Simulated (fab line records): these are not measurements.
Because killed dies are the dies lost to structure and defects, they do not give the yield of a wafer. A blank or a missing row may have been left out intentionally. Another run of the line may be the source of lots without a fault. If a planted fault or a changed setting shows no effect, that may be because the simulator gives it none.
Which tool is to blame? + flow gf180mcu + 18 wafers from 6 lots sampled at 2 of the route's 602 steps

== WHAT THE GAUGES SHOWED, per wafer ==
GF_HV_LDD_RS_MEAS_53: the measuring method here is four-point-probe.
| lot  | measured     | on           | HV_LDD_RS (ohm/sq) |
|------|--------------|--------------|--------------------|
| L217 | day 13 06:58 | filmMetro-04 | 417.6 417.9 418.9  |
| L219 | day 13 21:59 | filmMetro-04 | 418.2 419.8 418.9  |
| L222 | day 14 20:14 | filmMetro-04 | 422.3 421.1 422.4  |
| L232 | day 18 04:52 | filmMetro-03 | 419.6 418.9 419.4  |
| L234 | day 18 19:41 | filmMetro-04 | 417.4 417.8 418.1  |
| L236 | day 19 09:48 | filmMetro-02 | 418.9 418.0 418.3  |

== EACH LOT AND THE TOOL THAT RAN IT (in order: tool; ch and the chambers of the sampled wafers; start) ==
| lot  | GF_HV_LDD_IMPLANT_35            |
|------|---------------------------------|
| L217 | implanter-02 ch 0, day 12 10:11 |
| L219 | implanter-02 ch 0, day 13 00:56 |
| L222 | implanter-02 ch 0, day 13 22:08 |
| L232 | implanter-04 ch 0, day 17 04:50 |
| L234 | implanter-03 ch 0, day 17 19:46 |
| L236 | implanter-04 ch 0, day 18 08:55 |
- GF_HV_LDD_IMPLANT_35

== THE ANSWER, worked out from the rows above alone ==
Rule: the lots themselves supply what counts as usual. The widest of any qualifying gaps counts: lots, ordered by their means at a reading, are off when they make up no more than a third of the lots, leave a main group of 4 or more, and stand apart from it by 3 or more times the standard deviation of that group's means. A main group whose means are all the same, to the digits that the tables above print for the reading, isn't used. Also off: a lot with no number at a reading for which 4 or more lots have one. Where the step has rows for the other lots, those lots are counted as sound.
Off: L222, seen at GF_HV_LDD_RS_MEAS_53 (HV_LDD_RS). The main group has a mean of 418.5 ohm/sq with a standard deviation of 0.55.
A tool fits if, at a process step before that reading, it ran every lot that is off, and no sound lot after the first of them. Those tools and the gauges at GF_HV_LDD_RS_MEAS_53 are tried in the same way. One candidate fits, namely implanter-02 at GF_HV_LDD_IMPLANT_35. A fault onset in the window from L219 (day 13 00:56, its last sound lot) to L222 (day 13 22:08, its first lot off) fits.

== WHAT HAD BEEN PUT IN BY THE SIMULATOR ==
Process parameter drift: implanter-02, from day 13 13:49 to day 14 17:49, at GF_HV_LDD_IMPLANT_35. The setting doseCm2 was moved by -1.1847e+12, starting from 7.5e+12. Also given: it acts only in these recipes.
Struck lots among those shown: L222. The rule given above showed the same thing.
